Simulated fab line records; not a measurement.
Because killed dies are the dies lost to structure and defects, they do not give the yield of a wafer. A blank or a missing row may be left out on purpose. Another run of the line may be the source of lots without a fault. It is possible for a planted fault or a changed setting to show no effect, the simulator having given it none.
A lot that was struck, set against a sound lot    flow gf180mcu    22 steps out of a route of 602
Sound: the wafers L930.1, L930.3, L930.4. Wafers L936.1, L936.2, L936.6 were the ones struck. Last of all comes the cause.
Per side, at each step with rows, come the tool, then ch with its chambers, and then its first start. Under that, the readings that differ: sound wafers    struck wafers    difference of the means    sigmas: that difference in standard deviations of wafers without a fault.
alike: readings with means less than 2 such deviations apart, plus words and numbers identical on both sides. not compared: withheld readings, readings lacking a value on some wafer, bounds such as >300 that could conceal the same value, and numbers that have no deviation in the record and whose values overlap.
Wherever a step has rows on one side only, a row that says differs or no value, or a row with sigmas, the two part there. Non-overlapping numbers with no deviation appear without sigmas and do not part them. Lack of a reading on every wafer of one side parts them only where that side has two or more wafers.

first, 3 steps without rows for these wafers: GF_M3_STRIP_18 (strips in post etch residue remover, time 1200 s); GF_M3_CLEAN_19 (cleans in DIW); GF_V3_CVD_00 (deposits SiO2, target thk 600 nm, time 100 s).
GF_V3_THK_MEAS_01:
  sound on film metro-02, day 23 05:06; struck on film metro-03, day 25 09:31
  alike: V3_CVD_00_THK
GF_V3_CVD_02: deposits SiO2 from TEOS, target thk 850 nm, time 94.851 s.
  sound on pecvd-01 ch 1,2, day 23 05:10; struck on pecvd-02 ch 0,1, day 25 09:35
  alike: heater power w
GF_V3_THK_MEAS_03:
  sound on film metro-03, day 23 05:13; struck on film metro-03, day 25 09:39
  alike: V3_CVD_02_THK
GF_V3_CMP_04: polishes SiO2.
  sound on cmp-01 ch 0,2,3, day 23 05:20; struck on cmp-01 ch 1,2,3, day 25 09:43
  alike: motor current A, platen rpm, slurry filter dp kPa, time to endpoint s
GF_V3_BOW_MEAS_05:
  sound on film metro-03, day 23 05:35; struck on film metro-03, day 25 10:01
  alike: V3_BOW
then, 4 steps without rows for these wafers: GF_V3_DEHYDRATE_06 (time 60 s); GF_V3_HMDS_07 (prime time 60 s); GF_V3_COAT_08; GF_V3_COAT_09 (resist thk 1000 nm).
GF_V3_SOFTBAKE_10: time 60 s.
  sound on litho track-01 ch 0, day 23 17:00; struck on litho track-02 ch 0, day 25 20:00
reading                              sound                 struck                difference  sigmas
heater power total W (W)             93.10 93.02 93.15     99.48 99.64 99.59     +6.48       +99 or more
plate temp C (C)                     130.02 129.98 130.02  136.96 137.03 136.98  +6.98       +50
model.KrF_of_V3_COAT_09.thk nm (nm)  995.9 997.8 997.6     994.8 993.2 990.3     -4.3        
  alike: resist line temp C
then, 2 steps without rows for these wafers: GF_V3_EXPOSE_11 (exposes mask Via3, target cd 260 nm); GF_V3_PEB_12 (peb time 90 s).
GF_V3_DEVELOP_13: develop time 60 s.
  sound on litho track-01 ch 0, day 24 04:08; struck on litho track-04 ch 0, day 26 06:58
reading                              sound              struck           difference  sigmas
model.KrF_of_V3_COAT_09.thk nm (nm)  980.9 982.8 982.6  980 978.4 975.5  -4          
  alike: resist line temp C
GF_V3_CD_MEAS_14 targets a cd of 260 nm.
  sound on cd sem-01, day 24 04:17; struck on cd sem-02, day 26 07:07
reading     sound              struck             difference  sigmas
cd nm (nm)  260.4 261.2 261.9  282.5 283.5 283.5  +22.0       +18
GF_V3_OVL_MEAS_15:
  sound on overlay-02, day 24 04:25; struck on overlay-01, day 26 07:14
  alike: V3_OVL
GF_V3_ETCH_16: etches BARC in N2/H2.
  sound on rie diel-04 ch 1,2,3, day 24 04:26; struck on rie diel-03 ch 1,2, day 26 07:16
reading              sound              struck         difference  sigmas
model.V3.cd nm (nm)  259.5 261.5 262.2  283 283 282.9  +22         
  alike: drypump motor current A, oes product au, throttle valve pct
GF_V3_ETCH_17: etches SiO2 in C4F8/O2/Ar, stops on TiN, target depth 635 nm.
  sound: rie diel-04 ch 1,2,3; struck: rie diel-03 ch 1,2
reading              sound              struck             difference  sigmas
model.V3.cd nm (nm)  259.7 261.6 262.1  283.1 283.7 283.4  +22.3       
  alike: oes product au
GF_V3_STRIP_18: strips in O2/N2.
  sound on plasma asher-04 ch 0,1, day 24 04:34; struck on plasma asher-03 ch 0,1, day 26 07:23
  alike: drypump motor current A, heater power w, oes product au, platen temp c
  not compared: rf hours counter h
-- the record jumps here: 6 days lie between the struck wafers' starts before and after (it left off in module V3 and takes up again in module PASSIVATION, whose first step shown is number 602 of the route) --
GF_PASSIVATION_PROBE_99:
  sound on prober-02, day 30 14:03; struck on prober-02, day 32 06:13
reading                        sound              struck             difference  sigmas
model.etest.via3 chain.rc ohm  6.493 6.196 6.212  5.462 5.279 5.331  -0.943      

## WHERE THEY PART
At GF_V3_SOFTBAKE_10 first; at GF_V3_CD_MEAS_14 last (within this record only). Later steps at which nothing parts them and some readings are alike: GF_V3_OVL_MEAS_15, GF_V3_ETCH_16, GF_V3_ETCH_17, GF_V3_STRIP_18.

WHY: the cause the simulator had injected
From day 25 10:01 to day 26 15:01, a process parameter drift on litho track-02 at GF_V3_SOFTBAKE_10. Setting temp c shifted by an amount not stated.
